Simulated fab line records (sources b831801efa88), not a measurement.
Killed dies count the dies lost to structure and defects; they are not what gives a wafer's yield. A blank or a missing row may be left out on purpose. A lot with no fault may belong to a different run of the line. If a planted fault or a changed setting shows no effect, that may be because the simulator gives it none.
Which tool is to blame? -- flow sky130 -- Sampling: 11 lots, 33 wafers, 5 of 708 route steps

WHAT THE GAUGES SHOWED, per wafer
SKY_VIA3_THK_MEAS_01.
lot,measured,on,VIA3_HDPCVD_THK (nm)
L975,day 38 13:08,filmMetro-01,1632 1663 1672
L976,day 39 00:59,filmMetro-01,1662 1646 1647
L982,day 41 01:31,filmMetro-03,1628 1621 1641
L984,day 41 10:47,filmMetro-03,1650 1613 1643
L986,day 42 02:50,filmMetro-02,1669 1629 1670
L987,day 43 02:09,filmMetro-02,1643 1629 1625
L989,day 43 09:26,filmMetro-01,1625 1652 1625
L992,day 43 22:39,filmMetro-01,1623 1629 1623
L993,day 44 00:08,filmMetro-03,1654 1674 1662
L995,day 44 11:16,filmMetro-03,1665 1668 1672
L997,day 45 08:06,filmMetro-02,1643 1627 1645

SKY_METAL5_THK_MEAS_06: measures by xrf.
lot,measured,on,METAL5_ALCU_THK (nm)
L975,day 42 20:27,filmMetro-04,1174 1151 1170
L976,day 43 08:16,filmMetro-04,1157 1165 1152
L982,day 45 03:27,filmMetro-01,1153 1159 1132
L984,day 45 10:29,filmMetro-01,1157 1155 1154
L986,day 46 01:45,filmMetro-01,1164 1156 1151
L987,day 46 21:24,filmMetro-02,1168 1170 1168
L989,day 47 03:56,filmMetro-01,1135 1156 1143
L992,day 47 15:49,filmMetro-01,1183 1165 1183
L993,day 47 19:21,filmMetro-04,1162 1133 1165
L995,day 48 04:14,filmMetro-01,1149 1166 1167
L997,day 48 21:02,filmMetro-04,1176 1169 1158

SKY_PASSIVATION_THK_MEAS_03.
lot,measured,on,PASSIVATION_CVD_02_THK (nm)
L975,day 43 20:18,filmMetro-01,529 531 531
L976,day 44 08:22,filmMetro-03,526 527 534
L982,day 46 01:13,filmMetro-02,528 935 935
L984,day 46 08:40,filmMetro-02,528 936 533
L986,day 46 22:41,filmMetro-03,537 534 540
L987,day 47 18:11,filmMetro-02,527 533 542
L989,day 48 00:04,filmMetro-03,522 526 528
L992,day 48 12:06,filmMetro-01,529 536 551
L993,day 48 14:33,filmMetro-01,537 528 539
L995,day 48 22:57,filmMetro-01,531 541 540
L997,day 49 15:51,filmMetro-03,545 526 538

TOOL THAT RAN EACH LOT (tool first, then ch and the chambers of the sampled wafers, then the start)
lot,SKY_METAL3_METAL_ETCH_18,SKY_PASSIVATION_CVD_02
L975,"rieMetal-03 ch 0,1, day 38 12:13","pecvd-04 ch 0,2, day 43 20:03"
L976,"rieMetal-03 ch 0,1, day 39 00:01","pecvd-03 ch 0,2, day 44 08:08"
L982,"rieMetal-01 ch 0,1, day 41 00:31","pecvd-04 ch 0,1,2, day 46 00:58"
L984,"rieMetal-02 ch 0,1, day 41 09:50","pecvd-04 ch 0,1,2, day 46 08:26"
L986,"rieMetal-03 ch 0, day 42 01:53","pecvd-03 ch 0,1, day 46 22:28"
L987,"rieMetal-03 ch 0, day 43 01:11","pecvd-03 ch 1,2, day 47 17:58"
L989,"rieMetal-03 ch 0,1, day 43 08:29","pecvd-03 ch 0,2, day 47 23:50"
L992,"rieMetal-01 ch 0, day 43 21:35","pecvd-01 ch 1,2, day 48 11:45"
L993,"rieMetal-01 ch 0, day 43 22:58","pecvd-01 ch 0,1, day 48 14:19"
L995,"rieMetal-03 ch 0,1, day 44 10:19","pecvd-03 ch 0,1, day 48 22:43"
L997,"rieMetal-02 ch 0,1, day 45 07:07","pecvd-01 ch 0,1, day 49 15:38"
- SKY_METAL3_METAL_ETCH_18: etches the open film in Cl2/BCl3, stops on SiO2, target depth 845 nm, time 183.1 s.
- SKY_PASSIVATION_CVD_02: deposits Si3N4, target thk 540 nm.

AS READ BY THE TOOLS THEMSELVES (means over the sampled wafers that have a number; for cases with no such wafer, the mark the record gives instead)
SKY_METAL3_METAL_ETCH_18.
lot,tool,drypumpMotorCurrentA (A),oesProductAu (a.u.),throttleValvePct (%)
L975,rieMetal-03,6.2,0.857,22.267
L976,rieMetal-03,6.5,0.873,22.265
L982,rieMetal-01,5.9,0.867,22.266
L984,rieMetal-02,6.0,0.875,22.263
L986,rieMetal-03,5.9,0.865,22.260
L987,rieMetal-03,5.9,0.866,22.259
L989,rieMetal-03,6.5,0.862,22.263
L992,rieMetal-01,5.7,0.870,22.270
L993,rieMetal-01,5.7,0.874,22.266
L995,rieMetal-03,6.5,0.872,22.259
L997,rieMetal-02,6.2,0.867,22.265

SKY_PASSIVATION_CVD_02.
lot,tool,heaterPowerW (W)
L975,pecvd-04,845
L976,pecvd-03,702
L982,pecvd-04,720
L984,pecvd-04,749
L986,pecvd-03,656
L987,pecvd-03,654
L989,pecvd-03,621
L992,pecvd-01,601
L993,pecvd-01,746
L995,pecvd-03,737
L997,pecvd-01,719

THE ANSWER, worked out from the rows above alone
Rule: what is usual is taken from the lots themselves. The widest of any qualifying gaps counts: lots, ordered by their means at a reading, are off when they make up no more than a third of the lots, leave a main group of 4 or more, and stand apart from it by 3 or more times the standard deviation of that group's means. A main group is skipped when, at the precision printed for the reading in the tables above, its means are all equal. A lot without any number at a reading at which 4 lots or more have one is off too. Where the step has rows for the other lots, those lots are counted as sound. After the gauges, taken in route order, come the tools' own readings; for these a lot's mean is taken, as printed above. At the first step where some lot is off, the reading lying furthest off is the one used; lots without a number count as furthest.
Off: at SKY_PASSIVATION_THK_MEAS_03 (PASSIVATION_CVD_02_THK), L982, L984. The main group: mean 534 nm, standard deviation 4.2.
A tool fits if, at a process step before that reading, it ran every lot that is off, and no sound lot after the first of them. Those tools and the gauges at SKY_PASSIVATION_THK_MEAS_03 are tried in the same way. One fits: pecvd-04 at SKY_PASSIVATION_CVD_02. Its last sound lot is L975 (day 43 20:03), its first lot that is off L982 (day 46 00:58): a fault that began between those two fits.

WHAT THE SIMULATOR HAD PUT IN
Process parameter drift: pecvd-04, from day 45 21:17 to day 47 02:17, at SKY_PASSIVATION_CVD_02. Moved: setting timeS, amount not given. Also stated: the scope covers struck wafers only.
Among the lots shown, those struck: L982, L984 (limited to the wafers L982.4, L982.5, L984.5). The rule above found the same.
